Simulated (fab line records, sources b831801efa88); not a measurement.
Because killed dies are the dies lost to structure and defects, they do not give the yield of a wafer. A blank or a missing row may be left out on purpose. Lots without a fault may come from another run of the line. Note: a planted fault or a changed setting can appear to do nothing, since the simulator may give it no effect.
fab line records ; flow sky130
record: lots: 14; wafers: 42; last-day: 50
route steps=708 shown VT_ADJUST_LVTN@104 VT_ADJUST_HVTR@142 GATE_OXIDE@199 METAL2@488 PAD_OPEN@708
lots untouched by any fault: they come from a run of this same line in which no faults occurred
start-h: hours from the record's opening day to when the first of the lot's shown wafers began ; wait-h: hours from the lot's prior step to this one ; " identical to the entry in the row above ; L1.1+2: one row covering several wafers at once ; - value missing, or start not given ; * or withheld: withheld ; < > ~ a bound
route shown NAME@n: names a module that has steps shown in the file, with the first one's number in the route ; usual: the fault-free wafers' mean and standard deviation ; same: alike in all rows ; chamber/n: place in a boat ; sites: per-site readings ; _std_site: standard deviation of those values ; _edge_site: inner sites' mean taken away from outer sites' mean ; radius-mm: how far each site lies from the wafer's centre ; mask NAME#n: copy n ; behind: tool/chamber where the wafer was last shaped ; hold: what put the lot on hold/how long, in hours/how the hold closed ; device: names the non-switching transistor (n, p or np) ; end of line: the tests these same wafers got at the end of their route ; for a step that has no rows: nothing shown but its recipe ; killed: at the first sort, the dies lost to defects and structure; wafer yield is something else ; map: per-die view of a wafer (x killed, . not killed, _ where there is no die)
set.NAME: the setting as run; set.NAME@STEP: as run at that earlier step ; model.NAME: the simulator's own value behind a step, which no gauge read
a sample of lots followed through the steps of the route, with each step as a table and each wafer as a row
services: from which hour (start-h, from the record's first day; less than 0 if before it) a tool's chamber was out of use, for how many hours, and why
== steps ==
step: SKY_VT_ADJUST_LVTN_OVL_MEAS_07
usual: VT_ADJUST_LVTN_OVL: 0.9/1.1
lot.wafer;tool;chamber;start-h;wait-h;VT_ADJUST_LVTN_OVL[nm]
L741.4;overlay-02;-;155.99;-;2.4
L741.5;overlay-02;-;155.99;-;1.7
L741.6;overlay-02;-;155.99;-;1.3
L739.3;overlay-02;-;161.13;-;-0.7
L739.4;overlay-02;-;161.13;-;0.9
L739.6;overlay-02;-;161.13;-;-0.4
L743.2;overlay-01;-;174.07;-;-0.7
L743.4;overlay-01;-;174.07;-;2.3
L743.5;overlay-01;-;174.07;-;1.7
L745.1;overlay-01;-;178.62;-;0.4
L745.2;overlay-01;-;178.62;-;0.6
L745.4;overlay-01;-;178.62;-;0.8
L744.1;overlay-01;-;180.42;-;0.2
L744.2;overlay-01;-;180.42;-;0.9
L744.3;overlay-01;-;180.42;-;0.4
L746.1;overlay-01;-;188.82;-;0.1
L746.2;overlay-01;-;188.82;-;-0.3
L746.4;overlay-01;-;188.82;-;0.9
L747.1;overlay-01;-;195.87;-;1.8
L747.4;overlay-01;-;195.87;-;2.3
L747.6;overlay-01;-;195.87;-;3.0
L750.1;overlay-01;-;214.62;-;0.2
L750.2;overlay-01;-;214.62;-;-0.1
L750.3;overlay-01;-;214.62;-;1.0
L752.2;overlay-02;-;225.97;-;-0.4
L752.4;overlay-02;-;225.97;-;1.6
L752.6;overlay-02;-;225.97;-;2.0
L754.2;overlay-01;-;239.33;-;0.9
L754.3;overlay-01;-;239.33;-;0.0
L754.4;overlay-01;-;239.33;-;0.2
L757.1;overlay-01;-;259.77;-;0.7
L757.2;overlay-01;-;259.77;-;-0.6
L757.5;overlay-01;-;259.77;-;0.7
L758.1;overlay-01;-;266.22;-;-0.1
L758.2;overlay-01;-;266.22;-;-0.5
L758.6;overlay-01;-;266.22;-;1.4
L761.1;overlay-01;-;292.32;-;2.3
L761.3;overlay-01;-;292.32;-;2.0
L761.6;overlay-01;-;292.32;-;1.7
L762.2;overlay-01;-;302.70;-;2.8
L762.4;overlay-01;-;302.70;-;2.3
L762.6;overlay-01;-;302.70;-;3.7
step: SKY_VT_ADJUST_HVTR_TW_MEAS_11
usual: VT_ADJUST_HVTR_TW: 212.1/1.5
lot.wafer;tool;chamber;start-h;wait-h;VT_ADJUST_HVTR_TW
L741.4;film-metro-04;-;221.29;0.1;212.4
L741.5;film-metro-04;-;221.29;0.1;211.8
L741.6;film-metro-04;-;221.29;0.1;211.8
L739.3;film-metro-01;-;225.33;0.1;215.4
L739.4;film-metro-01;-;225.33;0.1;213.4
L739.6;film-metro-01;-;225.33;0.1;214.0
L743.2;film-metro-04;-;239.78;0.1;210.8
L743.4;film-metro-04;-;239.78;0.1;211.0
L743.5;film-metro-04;-;239.78;0.1;210.6
L745.1;film-metro-03;-;245.42;0.1;212.9
L745.2;film-metro-03;-;245.42;0.1;212.6
L745.4;film-metro-03;-;245.42;0.1;212.2
L744.1;film-metro-04;-;246.31;0.1;209.9
L744.2;film-metro-04;-;246.31;0.1;209.2
L744.3;film-metro-04;-;246.31;0.1;210.6
L746.1;film-metro-01;-;256.67;0.1;212.0
L746.2;film-metro-01;-;256.67;0.1;212.5
L746.4;film-metro-01;-;256.67;0.1;212.6
L747.1;film-metro-03;-;265.07;0.1;211.7
L747.4;film-metro-03;-;265.07;0.1;211.2
L747.6;film-metro-03;-;265.07;0.1;210.1
L750.1;film-metro-01;-;286.12;0.1;213.9
L750.2;film-metro-01;-;286.12;0.1;215.1
L750.3;film-metro-01;-;286.12;0.1;215.2
L752.2;film-metro-03;-;302.97;0.1;212.8
L752.4;film-metro-03;-;302.97;0.1;213.0
L752.6;film-metro-03;-;302.97;0.1;213.8
L754.2;film-metro-03;-;309.94;0.1;212.6
L754.3;film-metro-03;-;309.94;0.1;214.0
L754.4;film-metro-03;-;309.94;0.1;213.3
L757.1;film-metro-04;-;331.56;0.1;211.0
L757.2;film-metro-04;-;331.56;0.1;211.7
L757.5;film-metro-04;-;331.56;0.1;210.5
L758.1;film-metro-04;-;339.46;0.1;210.0
L758.2;film-metro-04;-;339.46;0.1;210.7
L758.6;film-metro-04;-;339.46;0.1;211.4
L761.1;film-metro-04;-;368.22;0.1;210.5
L761.3;film-metro-04;-;368.22;0.1;212.1
L761.6;film-metro-04;-;368.22;0.1;210.4
L762.2;film-metro-03;-;378.03;0.1;212.5
L762.4;film-metro-03;-;378.03;0.1;211.4
L762.6;film-metro-03;-;378.03;0.1;212.3
step: SKY_GATE_OXIDE_WET_ETCH_12
recipe: chemistry: dHF; target-depth-nm: 16.8; dry: n2-spin; target: SiO2; dilution: 100:1; temp-c: 25; time-s: 336
usual: run-length-s: 363/3.1
lot.wafer;tool;chamber;start-h;wait-h;run-length-s
L741.4;wet-bench-02;0;329.30;0.1;361
L741.5;wet-bench-02;0;329.30;0.1;361
L741.6;wet-bench-02;0;329.30;0.1;361
L739.3;wet-bench-03;0;329.44;0.1;362
L739.4;wet-bench-03;0;329.44;0.1;362
L739.6;wet-bench-03;0;329.44;0.1;362
L743.2;wet-bench-02;3;379.75;0.1;361
L743.4;wet-bench-02;3;379.75;0.1;361
L743.5;wet-bench-02;3;379.75;0.1;361
L745.1;wet-bench-02;3;381.24;0.1;361
L745.2;wet-bench-02;3;381.24;0.1;361
L745.4;wet-bench-02;3;381.24;0.1;361
L744.1;wet-bench-03;3;381.80;0.1;362
L744.2;wet-bench-03;3;381.80;0.1;362
L744.3;wet-bench-03;3;381.80;0.1;362
L746.1;wet-bench-03;3;383.99;0.1;363
L746.2;wet-bench-03;3;383.99;0.1;363
L746.4;wet-bench-03;3;383.99;0.1;363
L747.1;wet-bench-01;1;384.29;0.1;361
L747.4;wet-bench-01;1;384.29;0.1;361
L747.6;wet-bench-01;1;384.29;0.1;361
L750.1;wet-bench-02;2;396.49;0.1;361
L750.2;wet-bench-02;2;396.49;0.1;361
L750.3;wet-bench-02;2;396.49;0.1;361
L752.2;wet-bench-01;2;414.05;0.1;370
L752.4;wet-bench-01;2;414.05;0.1;370
L752.6;wet-bench-01;2;414.05;0.1;370
L754.2;wet-bench-03;3;435.85;0.1;370
L754.3;wet-bench-03;3;435.85;0.1;370
L754.4;wet-bench-03;3;435.85;0.1;370
L757.1;wet-bench-02;0;456.30;0.1;370
L757.2;wet-bench-02;0;456.30;0.1;370
L757.5;wet-bench-02;0;456.30;0.1;370
L758.1;wet-bench-01;3;476.69;0.1;198
L758.2;wet-bench-01;3;476.69;0.1;198
L758.6;wet-bench-01;3;476.69;0.1;198
L761.1;wet-bench-01;2;499.54;0.1;192
L761.3;wet-bench-01;2;499.54;0.1;192
L761.6;wet-bench-01;2;499.54;0.1;192
L762.2;wet-bench-03;3;504.24;0.1;363
L762.4;wet-bench-03;3;504.24;0.1;363
L762.6;wet-bench-03;3;504.24;0.1;363
step: SKY_METAL2_RS_MEAS_05
recipe: thk-meas-gauge: four-point-probe; reads: TiN_of_METAL2_SPUTTER_04+Ti_of_METAL2_SPUTTER_03+AlCu_of_METAL2_SPUTTER_02+TiN_of_METAL2_SPUTTER_01+Ti_of_METAL2_SPUTTER_00
usual: METAL2_ALCU_RS: 0.1270/0.0015
lot.wafer;tool;chamber;start-h;wait-h;METAL2_ALCU_RS[ohm/sq]
L739.3;film-metro-01;-;817.61;0.1;0.1270
L739.4;film-metro-01;-;817.61;0.1;0.1283
L739.6;film-metro-01;-;817.61;0.1;0.1276
L741.4;film-metro-02;-;821.74;0.1;0.1261
L741.5;film-metro-02;-;821.74;0.1;0.1270
L741.6;film-metro-02;-;821.74;0.1;0.1277
L743.2;film-metro-01;-;865.81;0.0;0.1260
L743.4;film-metro-01;-;865.81;0.0;0.1278
L743.5;film-metro-01;-;865.81;0.0;0.1272
L744.1;film-metro-03;-;866.82;0.0;0.1274
L744.2;film-metro-03;-;866.82;0.0;0.1292
L744.3;film-metro-03;-;866.82;0.0;0.1259
L745.1;film-metro-01;-;867.13;0.0;0.1281
L745.2;film-metro-01;-;867.13;0.0;0.1289
L745.4;film-metro-01;-;867.13;0.0;0.1287
L746.1;film-metro-01;-;867.97;0.0;0.1248
L746.2;film-metro-01;-;867.97;0.0;0.1243
L746.4;film-metro-01;-;867.97;0.0;0.1252
L747.1;film-metro-02;-;869.13;0.0;0.1264
L747.4;film-metro-02;-;869.13;0.0;0.1275
L747.6;film-metro-02;-;869.13;0.0;0.1271
L750.1;film-metro-02;-;879.52;0.0;0.1275
L750.2;film-metro-02;-;879.52;0.0;0.1257
L750.3;film-metro-02;-;879.52;0.0;0.1262
L752.2;film-metro-01;-;890.70;0.0;0.1269
L752.4;film-metro-01;-;890.70;0.0;0.1261
L752.6;film-metro-01;-;890.70;0.0;0.1267
L754.2;film-metro-01;-;905.09;0.0;0.1290
L754.3;film-metro-01;-;905.09;0.0;0.1267
L754.4;film-metro-01;-;905.09;0.0;0.1249
L757.1;film-metro-03;-;926.93;0.0;0.1272
L757.2;film-metro-03;-;926.93;0.0;0.1288
L757.5;film-metro-03;-;926.93;0.0;0.1288
L762.2;film-metro-01;-;964.32;0.0;0.1288
L762.4;film-metro-01;-;964.32;0.0;0.1284
L762.6;film-metro-01;-;964.32;0.0;0.1271
step: SKY_PAD_OPEN_PROBE_99
usual: killed_at_M0_to_M3: 43/7.5; killed_at_M4_up: 3.0/1.6; killed-at-contacts: 23/5.8; killed-at-front-end: 14/4.8; killed-at-other: 0.3/0.52; killed-dies: 84/9.1; killed-on-rim: 16/3.4; killed-open: 47/7.2; killed-short: 37/5.8
same: gross-dies: 492; killed-at-back-side: 0
lot.wafer;tool;chamber;start-h;wait-h;killed_at_M0_to_M3;killed_at_M4_up;killed-at-contacts;killed-at-front-end;killed-at-other;killed-dies;killed-on-rim;killed-open;killed-short
L741.4;prober-01;-;1097.66;0.2;43;3;24;15;0;85;19;51;34
L741.5;prober-01;-;1097.71;0.2;41;1;30;21;0;93;16;54;39
L741.6;prober-01;-;1097.76;0.2;36;2;28;13;0;79;16;36;43
L743.2;prober-02;-;1134.52;0.1;38;3;22;7;0;70;13;37;33
L743.4;prober-02;-;1134.62;0.2;35;2;26;3;0;66;17;35;31
L743.5;prober-02;-;1134.67;0.2;42;3;20;14;0;79;19;50;29
L744.1;prober-01;-;1135.97;0.1;35;6;19;16;0;76;20;53;23
L744.2;prober-01;-;1136.02;0.1;41;2;18;11;0;72;10;42;30
L744.3;prober-01;-;1136.07;0.2;39;4;27;16;0;86;13;52;34
L745.1;prober-01;-;1137.47;0.1;34;4;23;18;1;80;11;41;39
L745.2;prober-01;-;1137.52;0.1;27;4;22;19;0;72;18;42;30
L745.4;prober-01;-;1137.62;0.2;47;3;16;29;0;95;18;51;44
L750.1;prober-01;-;1143.64;0.1;47;1;16;12;0;76;19;39;37
L750.2;prober-01;-;1143.69;0.1;36;4;26;14;0;80;18;41;39
L750.3;prober-01;-;1143.74;0.2;49;1;29;22;0;101;18;61;40
L758.1;prober-01;-;1183.98;0.1;50;2;19;420;1;492;96;51;28
L758.2;prober-01;-;1184.03;0.1;50;4;18;420;0;492;96;40;42
L758.6;prober-01;-;1184.23;0.2;45;0;21;425;1;492;96;46;33
L761.1;prober-02;-;1198.13;0.1;55;1;16;419;1;492;96;47;34
L761.3;prober-02;-;1198.23;0.2;49;4;15;424;0;492;96;50;33
L761.6;prober-02;-;1198.38;0.2;52;3;29;408;0;492;96;58;44
killed by level:class
L741.4 VIA1:geometric-particle:open=11 VIA2:geometric-particle:open=11 CONTACT:geometric-particle:open=10 CONTACT:geometric-particle:short=5 LI_CONTACT:geometric-particle:open=4 POLY_GATE:geometric-particle:open=3 VIA1:geometric-particle:short=3 SPACER:geometric-particle:short=3
L741.5 CONTACT:geometric-particle:open=15 VIA1:geometric-particle:open=15 VIA1:geometric-particle:short=8 VIA2:geometric-particle:open=5 POLY_GATE:geometric-particle:short=5 LOCAL_INTERCONNECT:geometric-particle:short=5 FIELD_ISO:geometric-particle:open=4 FIELD_ISO:geometric-particle:short=4
L741.6 VIA1:geometric-particle:open=12 CONTACT:geometric-particle:short=9 LOCAL_INTERCONNECT:geometric-particle:short=6 CONTACT:geometric-particle:open=6 VIA3:geometric-particle:open=5 LI_CONTACT:geometric-particle:open=4 VIA1:geometric-particle:short=4 VIA3:geometric-particle:short=4
L743.2 VIA1:geometric-particle:open=10 METAL1:geometric-particle:short=7 LI_CONTACT:geometric-particle:open=6 LOCAL_INTERCONNECT:geometric-particle:short=6 METAL2:geometric-particle:short=5 VIA3:geometric-particle:open=5 CONTACT:geometric-particle:open=4 CONTACT:geometric-particle:short=3
L743.4 VIA3:geometric-particle:open=8 LOCAL_INTERCONNECT:geometric-particle:short=7 CONTACT:geometric-particle:open=7 VIA2:geometric-particle:open=6 METAL2:geometric-particle:short=6 CONTACT:geometric-particle:short=5 LI_CONTACT:geometric-particle:open=5 METAL1:geometric-particle:short=5
L743.5 VIA2:geometric-particle:open=10 LI_CONTACT:geometric-particle:open=9 VIA1:geometric-particle:open=8 CONTACT:geometric-particle:open=7 VIA3:geometric-particle:open=6 METAL1:geometric-particle:short=5 VIA3:geometric-particle:short=4 POLY_GATE:geometric-particle:open=3
L744.1 VIA1:geometric-particle:open=13 CONTACT:geometric-particle:open=9 VIA3:geometric-particle:open=8 POLY_GATE:geometric-particle:open=6 LI_CONTACT:geometric-particle:open=5 FIELD_ISO:geometric-particle:open=4 METAL4:geometric-particle:short=4 METAL2:geometric-particle:short=4
L744.2 VIA1:geometric-particle:open=12 CONTACT:geometric-particle:open=8 LI_CONTACT:geometric-particle:open=4 LOCAL_INTERCONNECT:geometric-particle:short=4 METAL1:geometric-particle:short=4 METAL1:geometric-particle:open=4 VIA1:geometric-particle:short=4 VIA2:geometric-particle:open=4
L744.3 CONTACT:geometric-particle:open=10 VIA1:geometric-particle:open=9 LI_CONTACT:geometric-particle:open=7 VIA3:geometric-particle:open=7 CONTACT:geometric-particle:short=4 POLY_GATE:geometric-particle:open=4 LOCAL_INTERCONNECT:geometric-particle:short=4 VIA1:geometric-particle:short=4
L745.1 CONTACT:geometric-particle:open=11 VIA3:geometric-particle:open=7 CONTACT:geometric-particle:short=6 VIA1:geometric-particle:open=5 FIELD_ISO:geometric-particle:short=4 POLY_GATE:geometric-particle:open=4 METAL2:geometric-particle:short=4 VIA2:geometric-particle:open=4
L745.2 POLY_GATE:geometric-particle:short=10 CONTACT:geometric-particle:open=10 LI_CONTACT:geometric-particle:open=7 VIA1:geometric-particle:open=7 VIA3:geometric-particle:open=4 METAL2:geometric-particle:short=4 FIELD_ISO:geometric-particle:short=3 FIELD_ISO:geometric-particle:open=2
L745.4 VIA1:geometric-particle:open=15 VIA1:geometric-particle:short=8 METAL1:geometric-particle:short=8 FIELD_ISO:geometric-particle:open=7 VIA3:geometric-particle:open=7 FIELD_ISO:geometric-particle:short=6 POLY_GATE:geometric-particle:short=6 CONTACT:geometric-particle:open=6
L750.1 METAL1:geometric-particle:short=8 VIA3:geometric-particle:open=8 VIA1:geometric-particle:open=7 VIA2:geometric-particle:open=7 LI_CONTACT:geometric-particle:open=5 LOCAL_INTERCONNECT:geometric-particle:short=5 CONTACT:geometric-particle:open=4 VIA1:geometric-particle:short=4
L750.2 CONTACT:geometric-particle:open=12 METAL1:geometric-particle:short=7 LOCAL_INTERCONNECT:geometric-particle:short=6 VIA2:geometric-particle:open=6 VIA1:geometric-particle:open=5 FIELD_ISO:geometric-particle:short=4 FIELD_ISO:geometric-particle:open=4 LI_CONTACT:geometric-particle:open=4
L750.3 VIA1:geometric-particle:open=15 LI_CONTACT:geometric-particle:open=14 VIA2:geometric-particle:open=9 FIELD_ISO:geometric-particle:short=8 METAL1:geometric-particle:short=6 LOCAL_INTERCONNECT:geometric-particle:short=5 CONTACT:geometric-particle:open=5 VIA3:geometric-particle:open=5
L758.1 GATE_OXIDE:area-etch=413 VIA1:geometric-particle:open=15 VIA3:geometric-particle:open=9 CONTACT:geometric-particle:open=8 VIA2:geometric-particle:open=7 VIA1:geometric-particle:short=7 LI_CONTACT:geometric-particle:open=6 FIELD_ISO:geometric-particle:open=3
L758.2 GATE_OXIDE:area-etch=410 VIA1:geometric-particle:open=16 METAL1:geometric-particle:short=6 LI_CONTACT:geometric-particle:open=5 VIA3:geometric-particle:open=5 FIELD_ISO:geometric-particle:short=4 VIA2:geometric-particle:short=4 LI_CONTACT:geometric-particle:short=4
L758.6 GATE_OXIDE:area-etch=413 VIA1:geometric-particle:open=13 VIA2:geometric-particle:open=7 LI_CONTACT:geometric-particle:open=6 VIA1:geometric-particle:short=6 CONTACT:geometric-particle:open=5 METAL2:geometric-particle:short=5 FIELD_ISO:geometric-particle:short=4
L761.1 GATE_OXIDE:area-etch=411 VIA1:geometric-particle:open=15 VIA3:geometric-particle:open=8 METAL1:geometric-particle:short=8 METAL2:geometric-particle:short=7 LI_CONTACT:geometric-particle:open=6 CONTACT:geometric-particle:open=6 METAL2:geometric-particle:open=4
L761.3 GATE_OXIDE:area-etch=409 VIA1:geometric-particle:open=14 VIA2:geometric-particle:open=11 POLY_GATE:geometric-particle:open=5 VIA3:geometric-particle:open=5 LI_CONTACT:geometric-particle:short=5 METAL1:geometric-particle:short=4 FIELD_ISO:geometric-particle:open=3
L761.6 GATE_OXIDE:area-etch=390 VIA1:geometric-particle:open=15 LI_CONTACT:geometric-particle:open=9 CONTACT:geometric-particle:open=9 VIA3:geometric-particle:open=9 METAL2:geometric-particle:short=7 VIA2:geometric-particle:short=6 FIELD_ISO:geometric-particle:short=5
== services ==
tool;chamber;start-h;hours;kind
wet-bench-03;-;308.35;1.5;repair
wet-bench-03;-;317.79;2.0;repair
wet-bench-03;-;331.51;2.0;repair
== key ==
first-sign: step: SKY_GATE_OXIDE_WET_ETCH_12; reading: run-length-s; direction: down; sigmas: 54; usual: *; struck: *
effect: step: SKY_PAD_OPEN_PROBE_99; reading: killed-at-front-end; direction: up; sigmas: 85; usual: 14; struck: 419
more-kills-born-at: SKY_GATE_OXIDE_WET_ETCH_12@wet-bench-01: 2446
met-at SKY_GATE_OXIDE_WET_ETCH_12
struck-lots L758,L761
later-rows-left-out L758.1,L758.2,L758.6,L761.1,L761.3,L761.6
tester-left-out L758,L761
not-acting-at SKY_VT_ADJUST_LVTN_OVL_MEAS_07,SKY_VT_ADJUST_HVTR_TW_MEAS_11,SKY_METAL2_RS_MEAS_05
onset-between 414.05 476.69
fault: kind: process-parameter-drift; tool: wet-bench-01; chamber: -; onset-h: 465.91; steps: SKY_GATE_OXIDE_WET_ETCH_12; channel: time-s; offset: *; shape: step; end-h: 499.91; acts-in: *; stated: *
tester-left-out: of these lots the tester's yield and bins aren't shown, on N5 and GAA mostly nor the transistor test; their killed dies are dies lost to structure and defects alone, not to doping, threshold or leakage, so they don't give the yield
later-rows-left-out: the simulator's readings of these wafers behind a module that went badly wrong aren't trusted and aren't shown, but for the sort
